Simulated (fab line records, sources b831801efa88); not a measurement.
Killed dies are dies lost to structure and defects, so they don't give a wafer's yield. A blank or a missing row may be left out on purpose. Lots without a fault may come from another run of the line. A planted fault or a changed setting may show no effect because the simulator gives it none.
Chamber matching | flow sky130 | SKY_CONTACT_CMP_04 on cmp-02: 4 sister chambers
The step polishes SiO2. 18 wafers are shown with their chamber, then 8 later ones without.

WAFERS WITH THEIR CHAMBER
wafer  | chamber | motor_current_A (A) | time_to_endpoint_s (s) | platen_rpm (rpm)
L716.2 | 2       | 13.5                | 83                     | 59.99
L716.4 | 3       | 12.2                | 81                     | 59.98
L716.5 | 2       | 13.4                | 82                     | 60.01
L720.1 | 1       | 13.3                | 83                     | 59.99
L720.2 | 3       | 12.1                | 80                     | 60.01
L720.6 | 1       | 12.9                | 83                     | 60.02
L723.2 | 2       | 13.4                | 87                     | 60.01
L723.3 | 0       | 10.4                | 74                     | 59.96
L723.6 | 3       | 11.6                | 85                     | 59.98
L725.1 | 1       | 12.7                | 84                     | 59.99
L725.3 | 0       | 11.0                | 77                     | 59.93
L725.4 | 2       | 12.7                | 83                     | 60.04
L730.2 | 2       | 12.9                | 77                     | 59.99
L730.6 | 1       | 12.9                | 84                     | 60.02
L732.4 | 3       | 11.8                | 84                     | 59.99
L732.5 | 1       | 12.7                | 90                     | 60.00
L732.6 | 2       | 13.4                | 89                     | 59.98
L735.1 | 1       | 12.7                | 92                     | 60.10

SIGNATURES (means of the wafers above)
reading            | chamber 0 | chamber 1 | chamber 2 | chamber 3 | scatter within a chamber
motor_current_A    | 10.700    | 12.867    | 13.217    | 11.925    | 0.296
time_to_endpoint_s | 75.50     | 86.00     | 83.50     | 82.50     | 3.65
platen_rpm         | 59.9450   | 60.0200   | 60.0033   | 59.9900   | 0.0293
Rule: a wafer's distance from a chamber is the root of the sum, over the readings, of the square of ((its reading less the chamber's mean) divided by the reading's scatter). The wafer belongs to the nearest chamber; if the next one is less than 2 further off, it can't be placed. The scatter: the root of (the sum of the squares of (reading less its chamber's mean) over the shown wafers, divided by (wafers less chambers)).

WAFERS WITHOUT THEIR CHAMBER
wafer  | motor_current_A (A) | time_to_endpoint_s (s) | platen_rpm (rpm)
L735.4 | 11.7                | 88                     | 60.04
L735.5 | 13.3                | 90                     | 60.09
L736.2 | 10.6                | 79                     | 59.96
L736.5 | 11.2                | 85                     | 59.98
L736.6 | 10.8                | 80                     | 60.07
L738.3 | 11.1                | 83                     | 60.02
L738.4 | 12.5                | 90                     | 59.96
L738.5 | 10.7                | 81                     | 59.95

WHICH CHAMBER EACH WENT THROUGH
wafer  | from the rows above          | in truth
L735.4 | can't be placed: 3 or 1      | 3
L735.5 | can't be placed: 1 or 2      | 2
L736.2 | 0                            | 0
L736.5 | can't be placed: 3 or 0      | 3
L736.6 | can't be placed: 0 or 3      | 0
L738.3 | can't be placed: 3 or 0      | 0
L738.4 | can't be placed: 1 or 3 or 2 | 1
L738.5 | 0                            | 0
Placed correctly: 2 of 8. Can't be placed from these rows: 6 (the true chamber is among the candidates in 6). Placed wrongly: 0.
